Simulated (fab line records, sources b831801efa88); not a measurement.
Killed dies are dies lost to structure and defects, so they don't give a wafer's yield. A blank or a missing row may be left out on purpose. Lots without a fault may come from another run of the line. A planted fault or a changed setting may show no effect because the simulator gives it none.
A struck lot beside a sound one | flow sfq_line | 15 steps out of a route of 325
Sound: wafers L126.4, L126.5, L126.6. Struck: wafers L138.1, L138.5. (L138.6 of the same lot was not struck and is left out.) The cause comes at the end.
At each step with rows: each side's tool, then ch and its chambers, then its first start. Under that, the readings that differ: sound wafers | struck wafers | difference of the means | sigmas: that difference in standard deviations of wafers without a fault.
alike: readings whose means differ by less than 2 such deviations, and words and numbers that are the same on both sides. not compared: withheld readings, readings that some wafer has no value for, bounds like >300 that may hide the same value, and numbers for which the record gives no deviation and whose values overlap.
The two part at a step that has a row with sigmas, a row that says differs or no value, or rows on one side only. Numbers that don't overlap but have no deviation are shown without sigmas and don't part them. A reading that every wafer of one side lacks parts them only if that side has two wafers or more.

SFQ_TRILAYER_R5_DEP_SPUTTER_132: material Ti, target thk 5 nm, time 5 s.
  sound on pvd_sputter-04, day 52 20:34; struck on pvd_sputter-06, day 61 12:16
  alike: base_pressure_pa, chamber_pressure_pa, throttle_valve_pct
SFQ_TRILAYER_R5_DEP_SPUTTER_133: material MoNx, target thk 40 nm, time 66.7 s.
  sound on pvd_sputter-04, day 52 20:35; struck on pvd_sputter-06, day 61 12:16
  alike: base_pressure_pa, chamber_pressure_pa, throttle_valve_pct
SFQ_TRILAYER_R5_DEP_SPUTTER_134: material Ti, target thk 5 nm, time 5 s.
  sound on pvd_sputter-04, day 52 20:38; struck on pvd_sputter-06, day 61 12:20
  alike: base_pressure_pa, chamber_pressure_pa, throttle_valve_pct
SFQ_R5_RS_MEAS_933: measures by four-point-probe.
  sound on film_metro-02, day 52 20:43; struck on film_metro-02, day 61 12:21
  reading             | sound          | struck    | difference | sigmas
  R5_MONX_RS (ohm/sq) | 7.13 7.13 7.14 | 6.84 7.04 | -0.19      | -2
SFQ_R5_THK_MEAS_934: measures by xrf.
  sound on film_metro-02, day 52 20:49; struck on film_metro-02, day 61 12:28
  reading          | sound          | struck    | difference | sigmas
  R5_MONX_THK (nm) | 39.2 39.5 39.4 | 41.4 40.3 | +1.5       | +3
then, 6 steps without rows for these wafers: SFQ_TRILAYER_R5_LITHO_COAT_141 (resist thk 62 nm); SFQ_TRILAYER_R5_LITHO_COAT_136 (resist thk 600 nm); SFQ_TRILAYER_R5_LITHO_SOFTBAKE_140; SFQ_TRILAYER_R5_LITHO_EXPOSE_137 (exposes mask R5, target cd 500 nm); SFQ_TRILAYER_R5_LITHO_PEB_139 (peb time 60 s); SFQ_TRILAYER_R5_LITHO_DEVELOP_138 (time 60 s).
SFQ_R5_OVL_MEAS_935:
  sound on overlay-01, day 58 00:13; struck on overlay-02, day 61 14:47
  alike: R5_OVL
SFQ_TRILAYER_R5_BARC_OPEN_METAL_ETCH_177: etches BARC in O2, target depth 125 nm, time 41.7 s.
  sound on rie_metal-02 ch 0,1, day 58 00:16; struck on rie_metal-03 ch 1, day 61 14:49
  reading                                             | sound             | struck      | difference | sigmas
  oes_product_au (a.u.)                               | 0.680 0.682 0.686 | 0.649 0.655 | -0.031     | -7
  run_length_s (s)                                    | 70.8 70.0 71.1    | 76.0 76.0   | +5.4       | +17
  model.KrF_of_TRILAYER_R5_LITHO_COAT_136.thk_nm (nm) | 523.8 526.4 523.6 | 517.3 517.1 | -7.4       |
  alike: drypump_motor_current_A
  not compared: rf_hours_counter_h
SFQ_TRILAYER_R5_ETCH_METAL_ETCH_139: etches the open film in Cl2, stops on SiO2, target depth 60 nm, time 40 s.
  sound on rie_metal-02 ch 0,1, day 58 00:19; struck on rie_metal-03 ch 1, day 61 14:52
  reading                                             | sound             | struck      | difference | sigmas
  run_length_s (s)                                    | 69.0 68.6 69.2    | 68.5 67.9   | -0.7       | -2
  model.KrF_of_TRILAYER_R5_LITHO_COAT_136.thk_nm (nm) | 499.2 502.2 498.8 | 493.4 493.1 | -6.8       |
  alike: drypump_motor_current_A, oes_product_au
  not compared: rf_hours_counter_h
SFQ_TRILAYER_R5_STRIP_STRIP_140: strips in O2.
  sound on rie_metal-02 ch 0,1, day 58 00:34; struck on rie_metal-03 ch 1, day 61 14:56
  alike: drypump_motor_current_A, oes_product_au
  not compared: rf_hours_counter_h

WHERE THEY PART
First at SFQ_R5_RS_MEAS_933; last, within this record, at SFQ_TRILAYER_R5_ETCH_METAL_ETCH_139. Later steps at which nothing parts them and some readings are alike: SFQ_TRILAYER_R5_STRIP_STRIP_140.

WHY: what the simulator had put in
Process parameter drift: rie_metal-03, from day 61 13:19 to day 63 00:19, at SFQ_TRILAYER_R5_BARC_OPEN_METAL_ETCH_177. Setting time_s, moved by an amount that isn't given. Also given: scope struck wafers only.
